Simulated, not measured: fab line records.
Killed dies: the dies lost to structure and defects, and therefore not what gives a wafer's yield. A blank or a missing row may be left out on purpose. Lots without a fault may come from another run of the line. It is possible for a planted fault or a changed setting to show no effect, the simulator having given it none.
fab line records / flow sfqLine
record lots=7 wafers=21 lastDay=91
route steps=325 shown I7@309 M8@311
lots with no fault: from the same line, run without faults
startH: start of the lot's first displayed wafer, in hours after the record's first day / waitH: how many hours have passed since the lot's step before this one / " repeats the value in the row above / L1.1+2: several wafers, shown together as one row / - no value present, or no start provided / * or withheld: withheld / < > ~ a bound
route shown NAME@n: names a module that has steps shown in the file, with the first one's number in the route / usual: the fault-free wafers' mean and standard deviation / same: alike in all rows / chamber/n: place in a boat / sites: the reading at each site / _std_site: standard deviation across them / _edge_site: mean of outer sites minus mean of inner sites / radiusMm: how far each site lies from the wafer's centre / mask NAME#n: copy n / behind: the tool/chamber that last shaped the wafer / hold: reason for holding the lot/hours on hold/outcome of the hold / device: which transistor (n, p or np) failed to switch / end of line: tests of these same wafers at the route's end / a step without rows: its recipe alone / killed: dies that structure and defects cost at the first sort, which is not the same as the wafer's yield / map: a wafer's dies, marking killed ones x, the rest . and places with no die _
set.NAME: setting as actually run; set.NAME@STEP: the setting as run at that earlier step / model.NAME: the simulator's own value behind a step, which no gauge read
lots at selected steps of the route; one table per step, one row per wafer
services: from which hour (startH, from the record's first day; less than 0 if before it) a tool's chamber was out of use, for how many hours, and why
## steps
# step SFQ_TRILAYER_I7_VIA_STRIP_STRIP_191
# recipe gas=O2 powerW=200 platenTempC=40 overashFraction=0.65 chemistry=O2 pressureMtorr=50
# usual drypumpMotorCurrentA=5.3/0.49 oesProductAu=1.000/0.013
# same overashFraction=0.65
lot.wafer=L663.2 tool=rieMetal-04 chamber=0 startH=1894.41 waitH=- drypumpMotorCurrentA=5.0 oesProductAu=0.989 rfHoursCounterH=5
lot.wafer=L663.3 tool=rieMetal-04 chamber=0 startH=1894.41 waitH=- drypumpMotorCurrentA=5.0 oesProductAu=0.999 rfHoursCounterH=-
lot.wafer=L663.5 tool=rieMetal-04 chamber=0 startH=1894.41 waitH=- drypumpMotorCurrentA=5.0 oesProductAu=0.994 rfHoursCounterH=-
lot.wafer=L668.1 tool=rieMetal-04 chamber=1 startH=1917.21 waitH=- drypumpMotorCurrentA=6.2 oesProductAu=1.008 rfHoursCounterH=87
lot.wafer=L668.4 tool=rieMetal-04 chamber=0 startH=1917.21 waitH=- drypumpMotorCurrentA=5.0 oesProductAu=1.001 rfHoursCounterH=-
lot.wafer=L668.6 tool=rieMetal-04 chamber=0 startH=1917.21 waitH=- drypumpMotorCurrentA=5.0 oesProductAu=1.006 rfHoursCounterH=-
lot.wafer=L679.2 tool=rieMetal-02 chamber=0 startH=2144.29 waitH=- drypumpMotorCurrentA=5.8 oesProductAu=1.018 rfHoursCounterH=64
lot.wafer=L679.4 tool=rieMetal-02 chamber=1 startH=2144.29 waitH=- drypumpMotorCurrentA=4.8 oesProductAu=0.997 rfHoursCounterH=-
lot.wafer=L679.5 tool=rieMetal-02 chamber=0 startH=2144.29 waitH=- drypumpMotorCurrentA=5.8 oesProductAu=1.017 rfHoursCounterH=-
lot.wafer=L680.2 tool=rieMetal-04 chamber=0 startH=2145.69 waitH=- drypumpMotorCurrentA=5.0 oesProductAu=0.988 rfHoursCounterH=-
lot.wafer=L680.4 tool=rieMetal-04 chamber=0 startH=2145.69 waitH=- drypumpMotorCurrentA=5.0 oesProductAu=0.991 rfHoursCounterH=-
lot.wafer=L680.5 tool=rieMetal-04 chamber=0 startH=2145.69 waitH=- drypumpMotorCurrentA=5.0 oesProductAu=1.010 rfHoursCounterH=-
lot.wafer=L682.1 tool=rieMetal-02 chamber=0 startH=2161.09 waitH=- drypumpMotorCurrentA=5.8 oesProductAu=1.021 rfHoursCounterH=67
lot.wafer=L682.4 tool=rieMetal-02 chamber=1 startH=2161.09 waitH=- drypumpMotorCurrentA=4.8 oesProductAu=0.989 rfHoursCounterH=-
lot.wafer=L682.6 tool=rieMetal-02 chamber=1 startH=2161.09 waitH=- drypumpMotorCurrentA=4.8 oesProductAu=0.992 rfHoursCounterH=-
lot.wafer=L684.3 tool=rieMetal-01 chamber=0 startH=2177.00 waitH=- drypumpMotorCurrentA=5.9 oesProductAu=1.000 rfHoursCounterH=-
lot.wafer=L684.4 tool=rieMetal-01 chamber=1 startH=2177.00 waitH=- drypumpMotorCurrentA=5.0 oesProductAu=1.010 rfHoursCounterH=-
lot.wafer=L684.5 tool=rieMetal-01 chamber=1 startH=2177.00 waitH=- drypumpMotorCurrentA=5.0 oesProductAu=1.022 rfHoursCounterH=-
lot.wafer=L685.3 tool=rieMetal-02 chamber=1 startH=2178.31 waitH=- drypumpMotorCurrentA=4.8 oesProductAu=0.994 rfHoursCounterH=-
lot.wafer=L685.5 tool=rieMetal-02 chamber=0 startH=2178.31 waitH=- drypumpMotorCurrentA=5.8 oesProductAu=1.024 rfHoursCounterH=-
lot.wafer=L685.6 tool=rieMetal-02 chamber=1 startH=2178.31 waitH=- drypumpMotorCurrentA=4.8 oesProductAu=0.986 rfHoursCounterH=-
# step SFQ_TRILAYER_I7_VIA_STRIP_SOLV_CLEAN_192
# recipe chemistry=NMP tempC=70 timeS=600
# step SFQ_TRILAYER_M8_LITHO_LOR_COAT_197
# recipe resist=lift-off spinRpm=3000
# step SFQ_TRILAYER_M8_LITHO_LOR_BAKE_198
# recipe resist=lift-off tempC=withheld timeS=withheld
# step SFQ_TRILAYER_M8_LITHO_COAT_193
# recipe resist=KrF spinRpm=3000 resistThkNm=600
# step SFQ_TRILAYER_M8_LITHO_SOFTBAKE_199
# recipe tempC=withheld timeS=withheld resist=KrF
# step SFQ_TRILAYER_M8_LITHO_EXPOSE_194
# recipe maskId=M8 na=0.6 sourceShape=conventional sigmaOuter=0.65 targetCdNm=2000 doseMj=14.4
# step SFQ_TRILAYER_M8_LITHO_PEB_196
# recipe pebTempC=115 pebTimeS=60 resist=KrF
# step SFQ_TRILAYER_M8_LITHO_DEVELOP_195
# recipe imgClearS=15 timeS=55 resist=KrF
# step SFQ_M8_OVL_MEAS_948
# usual M8_OVL=3/4.6
lot.wafer=L663.2 tool=overlay-02 chamber=- startH=1996.47 waitH=0.1 M8_OVL[nm]=-1
lot.wafer=L663.3 tool=overlay-02 chamber=- startH=1996.47 waitH=0.1 M8_OVL[nm]=2
lot.wafer=L663.5 tool=overlay-02 chamber=- startH=1996.47 waitH=0.1 M8_OVL[nm]=7
lot.wafer=L668.1 tool=overlay-01 chamber=- startH=2021.12 waitH=0.1 M8_OVL[nm]=7
lot.wafer=L668.4 tool=overlay-01 chamber=- startH=2021.12 waitH=0.1 M8_OVL[nm]=7
lot.wafer=L668.6 tool=overlay-01 chamber=- startH=2021.12 waitH=0.1 M8_OVL[nm]=-2
lot.wafer=L679.2 tool=overlay-01 chamber=- startH=2175.10 waitH=0.1 M8_OVL[nm]=4
lot.wafer=L679.4 tool=overlay-01 chamber=- startH=2175.10 waitH=0.1 M8_OVL[nm]=11
lot.wafer=L679.5 tool=overlay-01 chamber=- startH=2175.10 waitH=0.1 M8_OVL[nm]=3
lot.wafer=L680.2 tool=overlay-01 chamber=- startH=2176.30 waitH=0.1 M8_OVL[nm]=4
lot.wafer=L680.4 tool=overlay-01 chamber=- startH=2176.30 waitH=0.1 M8_OVL[nm]=0
lot.wafer=L680.5 tool=overlay-01 chamber=- startH=2176.30 waitH=0.1 M8_OVL[nm]=-4
lot.wafer=L682.1 tool=overlay-01 chamber=- startH=2178.69 waitH=0.1 M8_OVL[nm]=-1
lot.wafer=L682.4 tool=overlay-01 chamber=- startH=2178.69 waitH=0.1 M8_OVL[nm]=7
lot.wafer=L682.6 tool=overlay-01 chamber=- startH=2178.69 waitH=0.1 M8_OVL[nm]=-1
lot.wafer=L684.3 tool=overlay-01 chamber=- startH=2181.10 waitH=0.1 M8_OVL[nm]=0
lot.wafer=L684.4 tool=overlay-01 chamber=- startH=2181.10 waitH=0.1 M8_OVL[nm]=-1
lot.wafer=L684.5 tool=overlay-01 chamber=- startH=2181.10 waitH=0.1 M8_OVL[nm]=4
lot.wafer=L685.3 tool=overlay-01 chamber=- startH=2182.30 waitH=0.1 M8_OVL[nm]=1
lot.wafer=L685.5 tool=overlay-01 chamber=- startH=2182.30 waitH=0.1 M8_OVL[nm]=-1
lot.wafer=L685.6 tool=overlay-01 chamber=- startH=2182.30 waitH=0.1 M8_OVL[nm]=-1
# step SFQ_TRILAYER_M8_DEP_EVAP_197
# recipe material=Ti angularSpreadDeg=1 targetThkNm=20 timeS=100 powerW=2000
# step SFQ_TRILAYER_M8_DEP_EVAP_198
# recipe material=Pt angularSpreadDeg=1 targetThkNm=50 timeS=250 powerW=2000
# step SFQ_TRILAYER_M8_DEP_EVAP_196
# recipe material=Au angularSpreadDeg=1 targetThkNm=180 timeS=900 powerW=2000
lot.wafer=L663.2 tool=pvdSputter-02 chamber=- startH=1996.72 waitH=0.1 model.Au_of_TRILAYER_M8_DEP_EVAP_196.thkNm=178.8
lot.wafer=L663.3 tool=pvdSputter-02 chamber=- startH=1996.72 waitH=0.1 model.Au_of_TRILAYER_M8_DEP_EVAP_196.thkNm=180.6
lot.wafer=L663.5 tool=pvdSputter-02 chamber=- startH=1996.72 waitH=0.1 model.Au_of_TRILAYER_M8_DEP_EVAP_196.thkNm=179.6
lot.wafer=L668.1 tool=pvdSputter-01 chamber=- startH=2021.38 waitH=0.1 model.Au_of_TRILAYER_M8_DEP_EVAP_196.thkNm=184.3
lot.wafer=L668.4 tool=pvdSputter-01 chamber=- startH=2021.38 waitH=0.1 model.Au_of_TRILAYER_M8_DEP_EVAP_196.thkNm=186.1
lot.wafer=L668.6 tool=pvdSputter-01 chamber=- startH=2021.38 waitH=0.1 model.Au_of_TRILAYER_M8_DEP_EVAP_196.thkNm=182.6
lot.wafer=L679.2 tool=pvdSputter-02 chamber=- startH=2175.35 waitH=0.1 model.Au_of_TRILAYER_M8_DEP_EVAP_196.thkNm=180.2
lot.wafer=L679.4 tool=pvdSputter-02 chamber=- startH=2175.35 waitH=0.1 model.Au_of_TRILAYER_M8_DEP_EVAP_196.thkNm=182.6
lot.wafer=L679.5 tool=pvdSputter-02 chamber=- startH=2175.35 waitH=0.1 model.Au_of_TRILAYER_M8_DEP_EVAP_196.thkNm=180.7
lot.wafer=L680.2 tool=pvdSputter-01 chamber=- startH=2176.55 waitH=0.1 model.Au_of_TRILAYER_M8_DEP_EVAP_196.thkNm=179.7
lot.wafer=L680.4 tool=pvdSputter-01 chamber=- startH=2176.55 waitH=0.1 model.Au_of_TRILAYER_M8_DEP_EVAP_196.thkNm=213.3
lot.wafer=L680.5 tool=pvdSputter-01 chamber=- startH=2176.55 waitH=0.1 model.Au_of_TRILAYER_M8_DEP_EVAP_196.thkNm=218.6
lot.wafer=L682.1 tool=pvdSputter-01 chamber=- startH=2178.95 waitH=0.1 model.Au_of_TRILAYER_M8_DEP_EVAP_196.thkNm=218.4
lot.wafer=L682.4 tool=pvdSputter-01 chamber=- startH=2178.95 waitH=0.1 model.Au_of_TRILAYER_M8_DEP_EVAP_196.thkNm=215.6
lot.wafer=L682.6 tool=pvdSputter-01 chamber=- startH=2178.95 waitH=0.1 model.Au_of_TRILAYER_M8_DEP_EVAP_196.thkNm=180.5
lot.wafer=L684.3 tool=pvdSputter-01 chamber=- startH=2181.35 waitH=0.1 model.Au_of_TRILAYER_M8_DEP_EVAP_196.thkNm=182.8
lot.wafer=L684.4 tool=pvdSputter-01 chamber=- startH=2181.35 waitH=0.1 model.Au_of_TRILAYER_M8_DEP_EVAP_196.thkNm=215.2
lot.wafer=L684.5 tool=pvdSputter-01 chamber=- startH=2181.35 waitH=0.1 model.Au_of_TRILAYER_M8_DEP_EVAP_196.thkNm=216.1
lot.wafer=L685.3 tool=pvdSputter-02 chamber=- startH=2182.55 waitH=0.1 model.Au_of_TRILAYER_M8_DEP_EVAP_196.thkNm=180.9
lot.wafer=L685.5 tool=pvdSputter-02 chamber=- startH=2182.55 waitH=0.1 model.Au_of_TRILAYER_M8_DEP_EVAP_196.thkNm=182.4
lot.wafer=L685.6 tool=pvdSputter-02 chamber=- startH=2182.55 waitH=0.1 model.Au_of_TRILAYER_M8_DEP_EVAP_196.thkNm=182.2
# step SFQ_M8_RS_MEAS_949
# recipe thkMeasGauge=four-point-probe reads=Au_of_TRILAYER_M8_DEP_EVAP_196+Pt_of_TRILAYER_M8_DEP_EVAP_198+Ti_of_TRILAYER_M8_DEP_EVAP_197
# usual M8_AU_RS=0.1534/0.0019
lot.wafer=L663.2 tool=filmMetro-03 chamber=- startH=1997.26 waitH=0.3 hold=- M8_AU_RS[ohm/sq]=0.1547
lot.wafer=L663.3 tool=filmMetro-03 chamber=- startH=1997.26 waitH=0.3 hold=- M8_AU_RS[ohm/sq]=0.1532
lot.wafer=L663.5 tool=filmMetro-03 chamber=- startH=1997.26 waitH=0.3 hold=- M8_AU_RS[ohm/sq]=0.1540
lot.wafer=L668.1 tool=filmMetro-02 chamber=- startH=2021.90 waitH=0.3 hold=- M8_AU_RS[ohm/sq]=0.1500
lot.wafer=L668.4 tool=filmMetro-02 chamber=- startH=2021.90 waitH=0.3 hold=- M8_AU_RS[ohm/sq]=0.1486
lot.wafer=L668.6 tool=filmMetro-02 chamber=- startH=2021.90 waitH=0.3 hold=- M8_AU_RS[ohm/sq]=0.1516
lot.wafer=L679.2 tool=filmMetro-01 chamber=- startH=2175.89 waitH=0.3 hold=- M8_AU_RS[ohm/sq]=0.1529
lot.wafer=L679.4 tool=filmMetro-01 chamber=- startH=2175.89 waitH=0.3 hold=- M8_AU_RS[ohm/sq]=0.1510
lot.wafer=L679.5 tool=filmMetro-01 chamber=- startH=2175.89 waitH=0.3 hold=- M8_AU_RS[ohm/sq]=0.1530
lot.wafer=L680.2 tool=filmMetro-02 chamber=- startH=2177.09 waitH=0.3 hold=awaitDispo/0.2h/release M8_AU_RS[ohm/sq]=0.1544
lot.wafer=L680.4 tool=filmMetro-02 chamber=- startH=2177.09 waitH=0.3 hold=awaitDispo/0.2h/release M8_AU_RS[ohm/sq]=0.1296
lot.wafer=L680.5 tool=filmMetro-02 chamber=- startH=2177.09 waitH=0.3 hold=awaitDispo/0.2h/release M8_AU_RS[ohm/sq]=0.1264
lot.wafer=L680.2 tool=filmMetro-02 chamber=- startH=2177.38 waitH=0.3 hold=- M8_AU_RS[ohm/sq]=0.1541
lot.wafer=L680.4 tool=filmMetro-02 chamber=- startH=2177.38 waitH=0.3 hold=- M8_AU_RS[ohm/sq]=0.1298
lot.wafer=L680.5 tool=filmMetro-02 chamber=- startH=2177.38 waitH=0.3 hold=- M8_AU_RS[ohm/sq]=0.1264
lot.wafer=L682.1 tool=filmMetro-01 chamber=- startH=2179.47 waitH=0.3 hold=awaitDispo/0.2h/release M8_AU_RS[ohm/sq]=0.1264
lot.wafer=L682.4 tool=filmMetro-01 chamber=- startH=2179.47 waitH=0.3 hold=awaitDispo/0.2h/release M8_AU_RS[ohm/sq]=0.1280
lot.wafer=L682.6 tool=filmMetro-01 chamber=- startH=2179.47 waitH=0.3 hold=awaitDispo/0.2h/release M8_AU_RS[ohm/sq]=0.1532
lot.wafer=L682.1 tool=filmMetro-01 chamber=- startH=2179.76 waitH=0.3 hold=- M8_AU_RS[ohm/sq]=0.1261
lot.wafer=L682.4 tool=filmMetro-01 chamber=- startH=2179.76 waitH=0.3 hold=- M8_AU_RS[ohm/sq]=0.1279
lot.wafer=L682.6 tool=filmMetro-01 chamber=- startH=2179.76 waitH=0.3 hold=- M8_AU_RS[ohm/sq]=0.1530
lot.wafer=L684.3 tool=filmMetro-03 chamber=- startH=2181.91 waitH=0.3 hold=awaitDispo/0.2h/release M8_AU_RS[ohm/sq]=0.1515
lot.wafer=L684.4 tool=filmMetro-03 chamber=- startH=2181.91 waitH=0.3 hold=awaitDispo/0.2h/release M8_AU_RS[ohm/sq]=0.1283
lot.wafer=L684.5 tool=filmMetro-03 chamber=- startH=2181.91 waitH=0.3 hold=awaitDispo/0.2h/release M8_AU_RS[ohm/sq]=0.1278
lot.wafer=L684.3 tool=filmMetro-03 chamber=- startH=2182.20 waitH=0.3 hold=- M8_AU_RS[ohm/sq]=0.1514
lot.wafer=L684.4 tool=filmMetro-03 chamber=- startH=2182.20 waitH=0.3 hold=- M8_AU_RS[ohm/sq]=0.1286
lot.wafer=L684.5 tool=filmMetro-03 chamber=- startH=2182.20 waitH=0.3 hold=- M8_AU_RS[ohm/sq]=0.1279
lot.wafer=L685.3 tool=filmMetro-01 chamber=- startH=2183.11 waitH=0.3 hold=- M8_AU_RS[ohm/sq]=0.1526
lot.wafer=L685.5 tool=filmMetro-01 chamber=- startH=2183.11 waitH=0.3 hold=- M8_AU_RS[ohm/sq]=0.1513
lot.wafer=L685.6 tool=filmMetro-01 chamber=- startH=2183.11 waitH=0.3 hold=- M8_AU_RS[ohm/sq]=0.1513
# step SFQ_M8_THK_MEAS_950
# recipe thkMeasGauge=xrf reads=Au_of_TRILAYER_M8_DEP_EVAP_196
# usual M8_AU_THK=180.3/2.3
lot.wafer=L663.2 tool=filmMetro-03 chamber=- startH=1997.37 waitH=0.1 hold=- M8_AU_THK[nm]=178.5
lot.wafer=L663.3 tool=filmMetro-03 chamber=- startH=1997.37 waitH=0.1 hold=- M8_AU_THK[nm]=180.3
lot.wafer=L663.5 tool=filmMetro-03 chamber=- startH=1997.37 waitH=0.1 hold=- M8_AU_THK[nm]=179.2
lot.wafer=L668.1 tool=filmMetro-02 chamber=- startH=2022.02 waitH=0.1 hold=- M8_AU_THK[nm]=184.4
lot.wafer=L668.4 tool=filmMetro-02 chamber=- startH=2022.02 waitH=0.1 hold=- M8_AU_THK[nm]=186.6
lot.wafer=L668.6 tool=filmMetro-02 chamber=- startH=2022.02 waitH=0.1 hold=- M8_AU_THK[nm]=183.0
lot.wafer=L679.2 tool=filmMetro-01 chamber=- startH=2176.00 waitH=0.1 hold=- M8_AU_THK[nm]=179.0
lot.wafer=L679.4 tool=filmMetro-01 chamber=- startH=2176.00 waitH=0.1 hold=- M8_AU_THK[nm]=181.1
lot.wafer=L679.5 tool=filmMetro-01 chamber=- startH=2176.00 waitH=0.1 hold=- M8_AU_THK[nm]=180.1
lot.wafer=L680.2 tool=filmMetro-02 chamber=- startH=2181.06 waitH=3.7 hold=awaitDispo/0.2h/release M8_AU_THK[nm]=179.7
lot.wafer=L680.4 tool=filmMetro-02 chamber=- startH=2181.06 waitH=3.7 hold=awaitDispo/0.2h/release M8_AU_THK[nm]=212.4
lot.wafer=L680.5 tool=filmMetro-02 chamber=- startH=2181.06 waitH=3.7 hold=awaitDispo/0.2h/release M8_AU_THK[nm]=218.1
lot.wafer=L680.2 tool=filmMetro-02 chamber=- startH=2181.29 waitH=0.2 hold=- M8_AU_THK[nm]=178.6
lot.wafer=L680.4 tool=filmMetro-02 chamber=- startH=2181.29 waitH=0.2 hold=- M8_AU_THK[nm]=213.0
lot.wafer=L680.5 tool=filmMetro-02 chamber=- startH=2181.29 waitH=0.2 hold=- M8_AU_THK[nm]=218.3
lot.wafer=L685.3 tool=filmMetro-01 chamber=- startH=2183.21 waitH=0.1 hold=- M8_AU_THK[nm]=179.3
lot.wafer=L685.5 tool=filmMetro-01 chamber=- startH=2183.21 waitH=0.1 hold=- M8_AU_THK[nm]=181.8
lot.wafer=L685.6 tool=filmMetro-01 chamber=- startH=2183.21 waitH=0.1 hold=- M8_AU_THK[nm]=181.2
lot.wafer=L682.1 tool=filmMetro-01 chamber=- startH=2184.92 waitH=5.1 hold=awaitDispo/0.2h/release M8_AU_THK[nm]=218.1
lot.wafer=L682.4 tool=filmMetro-01 chamber=- startH=2184.92 waitH=5.1 hold=awaitDispo/0.2h/release M8_AU_THK[nm]=216.4
lot.wafer=L682.6 tool=filmMetro-01 chamber=- startH=2184.92 waitH=5.1 hold=awaitDispo/0.2h/release M8_AU_THK[nm]=180.1
lot.wafer=L682.1 tool=filmMetro-01 chamber=- startH=2185.15 waitH=0.2 hold=- M8_AU_THK[nm]=218.3
lot.wafer=L682.4 tool=filmMetro-01 chamber=- startH=2185.15 waitH=0.2 hold=- M8_AU_THK[nm]=215.6
lot.wafer=L682.6 tool=filmMetro-01 chamber=- startH=2185.15 waitH=0.2 hold=- M8_AU_THK[nm]=180.5
lot.wafer=L684.3 tool=filmMetro-03 chamber=- startH=2186.40 waitH=4.2 hold=awaitDispo/0.2h/release M8_AU_THK[nm]=184.0
lot.wafer=L684.4 tool=filmMetro-03 chamber=- startH=2186.40 waitH=4.2 hold=awaitDispo/0.2h/release M8_AU_THK[nm]=216.9
lot.wafer=L684.5 tool=filmMetro-03 chamber=- startH=2186.40 waitH=4.2 hold=awaitDispo/0.2h/release M8_AU_THK[nm]=216.8
lot.wafer=L684.3 tool=filmMetro-03 chamber=- startH=2186.63 waitH=0.2 hold=- M8_AU_THK[nm]=184.2
lot.wafer=L684.4 tool=filmMetro-03 chamber=- startH=2186.63 waitH=0.2 hold=- M8_AU_THK[nm]=216.5
lot.wafer=L684.5 tool=filmMetro-03 chamber=- startH=2186.63 waitH=0.2 hold=- M8_AU_THK[nm]=217.7
## services
tool=rieMetal-02 chamber=- startH=1898.14 hours=1.4 kind=pm
tool=pvdSputter-02 chamber=- startH=1911.46 hours=2.1 kind=repair
tool=pvdSputter-02 chamber=- startH=1938.40 hours=9.2 kind=repair
tool=rieMetal-04 chamber=0 startH=1941.52 hours=5.3 kind=repair
tool=rieMetal-02 chamber=1 startH=1949.87 hours=9.9 kind=repair
tool=rieMetal-01 chamber=0 startH=1952.70 hours=18.8 kind=repair
tool=rieMetal-01 chamber=- startH=1987.90 hours=0.8 kind=repair
tool=rieMetal-02 chamber=1 startH=2003.49 hours=- kind=clean
tool=rieMetal-02 chamber=1 startH=2003.49 hours=- kind=consumableReplace:focusRing
tool=rieMetal-02 chamber=1 startH=2003.49 hours=21.4 kind=scheduledDown
tool=rieMetal-02 chamber=1 startH=2003.49 hours=21.4 kind=ventCycle
tool=pvdSputter-01 chamber=- startH=2008.34 hours=3.7 kind=repair
tool=pvdSputter-01 chamber=2 startH=2043.19 hours=- kind=consumableReplace:kit
tool=pvdSputter-01 chamber=2 startH=2043.19 hours=18.0 kind=scheduledDown
tool=pvdSputter-01 chamber=2 startH=2043.19 hours=18.0 kind=ventCycle
tool=rieMetal-04 chamber=1 startH=2078.97 hours=3.3 kind=repair
tool=pvdSputter-01 chamber=- startH=2082.20 hours=0.8 kind=repair
tool=pvdSputter-01 chamber=- startH=2082.89 hours=7.8 kind=repair
tool=rieMetal-04 chamber=1 startH=2130.70 hours=- kind=clean
tool=rieMetal-04 chamber=1 startH=2130.70 hours=21.1 kind=scheduledDown
tool=pvdSputter-01 chamber=- startH=2160.71 hours=0.5 kind=repair
tool=pvdSputter-02 chamber=- startH=2162.11 hours=2.3 kind=repair
tool=rieMetal-02 chamber=1 startH=2170.20 hours=2.2 kind=repair
tool=rieMetal-01 chamber=- startH=2179.39 hours=0.2 kind=repair
## key
firstSign step=SFQ_M8_RS_MEAS_949 reading=visit direction=added
effect step=SFQ_M8_RS_MEAS_949 reading=M8_AU_RS direction=down sigmas=14 usual=0.1534 struck=0.1278
effect step=SFQ_M8_THK_MEAS_950 reading=visit direction=added
effect step=SFQ_M8_THK_MEAS_950 reading=M8_AU_THK direction=up sigmas=16 usual=180.3 struck=216.5
modelEffect step=SFQ_TRILAYER_M8_DEP_EVAP_196 value=Au_of_TRILAYER_M8_DEP_EVAP_196.thkNm without=178.5 struck=216.2
metAt SFQ_TRILAYER_M8_DEP_EVAP_196
struckWafers L680.4,L680.5,L682.1,L682.4,L684.4,L684.5
onsetBetween 2021.38 2176.55
fault kind=processParameterDrift tool=pvdSputter-01 chamber=- onsetH=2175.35 steps=SFQ_TRILAYER_M8_DEP_EVAP_196 channel=targetThkNm offset=37.671 shape=step endH=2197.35 scope=struckWafersOnly actsIn=theseRecipesOnly stated=180
